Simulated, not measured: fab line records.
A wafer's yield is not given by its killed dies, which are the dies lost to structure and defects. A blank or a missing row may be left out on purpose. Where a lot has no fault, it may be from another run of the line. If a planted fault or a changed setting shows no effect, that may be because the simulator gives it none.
fab line records    flow sky130
record lots=6  wafers=18  last-day=49
route steps=708 shown SALICIDE@361 LI_CONTACT@362
lots with no fault: from the same line, run without faults
start-h: start of the lot's first displayed wafer, in hours after the record's first day    wait-h: hours elapsed since this lot's preceding step    " repeats the value in the row above    L1.1+2: a row that stands for several wafers    - no value present, or no start provided    * or withheld: withheld    < > ~ a bound
route shown NAME@n: a module of which the file shows steps, and the number in the route of the first    usual: mean/standard deviation taken from wafers without a fault    same: alike in all rows    chamber/n: place in a boat    sites: each site's reading    _std_site: standard deviation of those values    _edge_site: inner sites' mean taken away from outer sites' mean    radius-mm: how far each site lies from the wafer's centre    mask NAME#n: copy n    behind: the most recent tool/chamber to have shaped the wafer    hold: why the lot went on hold/how many hours it stayed there/how the hold came to an end    device: the n, p or np transistor that did not switch    end of line: tests of these same wafers at the route's end    a step with no rows: only its recipe    killed: not the wafer's yield, but the dies lost to structure and defects at the first sort    map: dies across one wafer; x = killed, . = not, _ = none there
set.NAME: the setting as run; set.NAME@STEP: as run at that earlier step    model.NAME: the simulator's own value behind a step, which no gauge read
lots seen at some steps along the route; tables by step, rows by wafer
services: the hour from which a tool's chamber was out of use, counted from the record's first day as start-h (under 0 if before that day), plus the number of hours and why
## steps
# step SKY_SALICIDE_CLEAN_00
# recipe chemistry=HF-last  time-s=30  dilution=100:1  dry=ipa-marangoni
# step SKY_LI_CONTACT_HDPCVD_00
# recipe material=PSG  target-thk-nm=930  sigma-open-frac=0.3  time-s=155  temp-c=600  sih4-flow-sccm=60  pressure-mtorr=6
# step SKY_LI_CONTACT_THK_MEAS_01
# recipe reads=PSG_of_LI_CONTACT_HDPCVD_00
# usual LI_CONTACT_HDPCVD_THK=934/13
lot.wafer  tool           chamber  start-h  wait-h  LI_CONTACT_HDPCVD_THK[nm]
L141.2     film-metro-04  -        690.91   0.1     913
L141.5     "              -        "        "       919
L141.6     "              -        "        "       930
L146.1     film-metro-03  -        727.21   0.1     955
L146.5     "              -        "        "       934
L146.6     "              -        "        "       940
L147.3     film-metro-02  -        737.97   0.1     961
L147.5     "              -        "        "       964
L147.6     "              -        "        "       948
L155.2     film-metro-02  -        793.63   0.1     931
L155.3     "              -        "        "       942
L155.4     "              -        "        "       952
L156.3     film-metro-03  -        798.65   0.1     951
L156.4     "              -        "        "       927
L156.6     "              -        "        "       948
L157.1     film-metro-02  -        807.82   0.1     938
L157.5     "              -        "        "       923
L157.6     "              -        "        "       921
# step SKY_LI_CONTACT_CMP_02
# recipe material=PSG  down-force-psi=4  platen-rpm=60  pad-velocity-m-s=0.94248
# usual motor-current-A=12.5/1.2  slurry-filter-dp-kPa=13.51/0.13  time-to-endpoint-s=33.2/2.5
lot.wafer  tool    chamber  start-h  wait-h  motor-current-A  slurry-filter-dp-kPa  time-to-endpoint-s
L141.2     cmp-02  3        690.96   0.0     12.5             13.35                 29.7
L141.6     "       3        "        "       12.0             13.64                 32.3
L141.5     "       0        "        "       11.4             13.41                 29.2
L146.1     cmp-02  0        727.37   0.1     10.8             13.41                 36.2
L146.5     "       2        "        "       13.9             13.49                 31.1
L146.6     "       3        "        "       12.2             13.46                 36.3
L147.3     cmp-02  0        738.11   0.1     10.5             13.61                 34.9
L147.5     "       2        "        "       13.1             13.38                 35.5
L147.6     "       3        "        "       12.4             13.37                 38.2
L155.3     cmp-02  0        793.73   0.1     10.7             13.62                 30.3
L155.4     "       1        "        "       11.8             13.62                 34.5
L155.2     "       2        "        "       14.6             13.49                 29.8
L156.4     cmp-01  0        798.74   0.1     13.5             13.70                 33.3
L156.3     "       2        "        "       14.8             13.63                 33.3
L156.6     "       0        "        "       12.7             13.64                 35.2
L157.1     cmp-02  3        807.88   0.1     12.0             13.48                 31.9
L157.6     "       3        "        "       11.9             13.44                 30.8
L157.5     "       0        "        "       11.1             13.57                 30.4
# step SKY_LI_CONTACT_BOW_MEAS_03
# recipe mode=bow
# usual LI_CONTACT_BOW=54/7.2
lot.wafer  tool           chamber  start-h  wait-h  LI_CONTACT_BOW[um]
L141.2     film-metro-03  -        691.28   0.3     47
L141.5     "              -        "        "       39
L141.6     "              -        "        "       50
L146.1     film-metro-04  -        727.57   0.1     46
L146.5     "              -        "        "       47
L146.6     "              -        "        "       50
L147.3     film-metro-04  -        738.35   0.2     51
L147.5     "              -        "        "       50
L147.6     "              -        "        "       58
L155.2     film-metro-03  -        794.00   0.1     45
L155.3     "              -        "        "       66
L155.4     "              -        "        "       52
L156.3     film-metro-03  -        799.03   0.1     51
L156.4     "              -        "        "       45
L156.6     "              -        "        "       49
L157.1     film-metro-03  -        808.18   0.2     52
L157.5     "              -        "        "       46
L157.6     "              -        "        "       59
# step SKY_LI_CONTACT_DEHYDRATE_04
# recipe temp-c=200  time-s=60
# step SKY_LI_CONTACT_HMDS_05
# recipe prime-time-s=60  prime-temp-c=120
# step SKY_LI_CONTACT_COAT_06
# recipe resist=BARC  temp-c=withheld  time-s=withheld  spin-rpm=3000  resist-thk-nm=60
# step SKY_LI_CONTACT_COAT_07
# recipe resist=KrF-thick  spin-rpm=3000  resist-thk-nm=450
# step SKY_LI_CONTACT_SOFTBAKE_08
# recipe temp-c=100  time-s=90  resist=KrF-thick
# step SKY_LI_CONTACT_EXPOSE_09
# recipe mask-id=LICM1  na=0.8  source-shape=annular  sigma-inner=0.55  sigma-outer=0.85  target-cd-nm=170  dose-mj=38
# step SKY_LI_CONTACT_PEB_10
# recipe peb-temp-c=withheld  peb-time-s=withheld  resist=KrF-thick
# step SKY_LI_CONTACT_DEVELOP_11
# recipe develop-time-s=60  resist=KrF-thick  dev-temp-c=21
# usual chill-plate-temp-C=22.98/0.12  develop-time-s=60/0
lot.wafer  tool            chamber  start-h  wait-h  chill-plate-temp-C  develop-time-s  model.KrF-thick_of_LI_CONTACT_COAT_07.thk-nm
L141.2     litho-track-01  0        718      -       23.11               60              436.7
L141.5     "               0        "        "       23.06               60              435.1
L141.6     "               0        "        "       23.08               60              435.9
L146.1     litho-track-03  -        754      -       -                   -               452.3
L146.5     "               -        "        "       -                   -               452
L146.6     "               -        "        "       -                   -               449.6
L147.3     litho-track-04  -        764      -       -                   -               449.4
L147.5     "               -        "        "       -                   -               451.2
L147.6     "               -        "        "       -                   -               450.1
L155.2     litho-track-03  0        819      -       23.19               60              437.7
L155.3     "               0        "        "       23.11               60              437.1
L155.4     "               0        "        "       23.05               60              437
L156.3     litho-track-01  0        826      -       22.95               60              436.6
L156.4     "               0        "        "       23.07               60              438.4
L156.6     "               0        "        "       22.96               60              436.6
L157.1     litho-track-03  0        834      -       22.99               60              436.4
L157.5     "               0        "        "       23.09               60              437.2
L157.6     "               0        "        "       23.21               60              436.5
# step SKY_LI_CONTACT_CD_MEAS_12
# recipe target-cd-nm=170
# usual cd-nm=170.4/1.7
lot.wafer  tool       chamber  start-h  wait-h  cd-nm
L141.2     cd-sem-01  -        718.74   -       167.6
L141.5     "          -        "        "       167.2
L141.6     "          -        "        "       166.8
L146.1     cd-sem-01  -        754.51   -       -
L146.5     "          -        "        "       -
L146.6     "          -        "        "       -
L147.3     cd-sem-01  -        764.76   -       -
L147.5     "          -        "        "       -
L147.6     "          -        "        "       -
L155.2     cd-sem-02  -        819.88   -       168.7
L155.3     "          -        "        "       168.7
L155.4     "          -        "        "       167.0
L156.3     cd-sem-01  -        826.16   -       171.9
L156.4     "          -        "        "       173.1
L156.6     "          -        "        "       171.5
L157.1     cd-sem-02  -        834.41   -       173.4
L157.5     "          -        "        "       172.3
L157.6     "          -        "        "       172.9
## services
tool    chamber  start-h  hours  kind
cmp-02  -        697.87   0.3    repair
cmp-01  -        723.79   6.6    pm
cmp-01  -        733.13   6.6    repair
cmp-01  -        742.89   5.5    pm
cmp-02  -        750.62   4.0    pm
cmp-02  -        754.62   -      consumable-replace:conditioner
cmp-02  -        754.62   -      consumable-replace:pad
cmp-01  -        801.21   0.7    repair
cmp-02  -        801.94   3.8    pm
cmp-02  -        808.34   0.3    repair
## key
first-sign step=SKY_LI_CONTACT_DEVELOP_11  reading=tool-record  direction=missing
effect none on later readings
model-effect step=SKY_LI_CONTACT_DEVELOP_11  value=KrF-thick_of_LI_CONTACT_COAT_07.thk-nm  without=436.7  struck=450.8
met-at SKY_LI_CONTACT_DEVELOP_11
struck-wafers L146.1,L146.5,L146.6,L147.3,L147.5,L147.6
later-rows-left-out L146.1,L146.5,L146.6,L147.3,L147.5,L147.6
sort-left-out L146.1,L146.5,L146.6,L147.3,L147.5,L147.6
tester-left-out L146,L147
fault kind=skipped-step-whole  tool=litho-track-03,litho-track-04  chamber=-  onset-h=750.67  steps=SKY_LI_CONTACT_DEVELOP_11  scope=struck-lots-only
# tester-left-out: of these lots the tester's yield and bins aren't shown, on N5 and GAA mostly nor the transistor test; their killed dies are dies lost to structure and defects alone, not to doping, threshold or leakage, so they don't give the yield
# sort-left-out: the simulated sort isn't trusted on such a fault, so these wafers' sort isn't shown, and their yield isn't known
# later-rows-left-out: the simulator's readings of these wafers behind a module that went badly wrong aren't trusted and aren't shown, but for the sort
